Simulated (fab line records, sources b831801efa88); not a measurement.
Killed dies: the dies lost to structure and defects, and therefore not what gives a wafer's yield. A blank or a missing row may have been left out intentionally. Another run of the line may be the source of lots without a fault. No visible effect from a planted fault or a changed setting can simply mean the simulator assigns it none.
Chamber matching | flow sky130 | SKY_VIA1_CMP_24 on cmp-02 has 4 sister chambers
The step polishes, stops on SiO2, t overpolish 15 s, target thk 0 nm. 8 wafers are shown with their chamber, then 10 later ones without.

## WAFERS WITH THEIR CHAMBER
wafer  | chamber | motor-current-A (A) | time-to-endpoint-s (s)
L083.6 | 0       | 10.1                | 61
L086.3 | 1       | 10.9                | 64
L086.5 | 3       | 10.3                | 65
L088.1 | 2       | 11.7                | 64
L088.3 | 0       | 9.5                 | 60
L088.6 | 1       | 10.7                | 63
L089.1 | 3       | 10.5                | 65
L089.2 | 2       | 11.1                | 68

## WAFERS WITHOUT THEIR CHAMBER
wafer  | motor-current-A (A) | time-to-endpoint-s (s)
L089.6 | 10.2                | 61
L093.4 | 11.9                | 63
L093.5 | 11.8                | 65
L093.6 | 11.0                | 56
L094.2 | 10.9                | 65
L094.4 | 9.0                 | 58
L094.6 | 10.4                | 63
L096.1 | 11.8                | 65
L096.3 | 10.6                | 63
L096.5 | 10.3                | 65

## EACH ONE'S CHAMBER
wafer  | from the rows above               | in truth
L089.6 | can't be placed: 0 or 1 or 3      | 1
L093.4 | can't be placed: 2 or 1           | 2
L093.5 | can't be placed: 2 or 1           | 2
L093.6 | can't be placed: 0 or 1 or 3 or 2 | 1
L094.2 | can't be placed: 1 or 3 or 2      | 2
L094.4 | 0                                 | 0
L094.6 | can't be placed: 1 or 3 or 0      | 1
L096.1 | can't be placed: 2 or 1           | 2
L096.3 | can't be placed: 1 or 3           | 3
L096.5 | can't be placed: 3 or 1           | 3
Correctly placed: 1 of 10. Cannot be placed on the basis of these rows: 9; the candidates contain the true chamber in 9. Wrongly placed: 0.
How it was worked out, from the rows above alone: a wafer's distance from a chamber is the root of the sum, over the readings, of the square of ((its reading less the chamber's mean) divided by the reading's scatter). If the next closest chamber is less than 2 further off than the closest, the wafer can't be placed; otherwise it belongs to the closest. The mean given for a chamber averages the wafers shown for that chamber. The scatter: take each reading less its chamber's mean, square it, sum over the shown wafers, divide by the number of wafers less the number of chambers, and take the root.
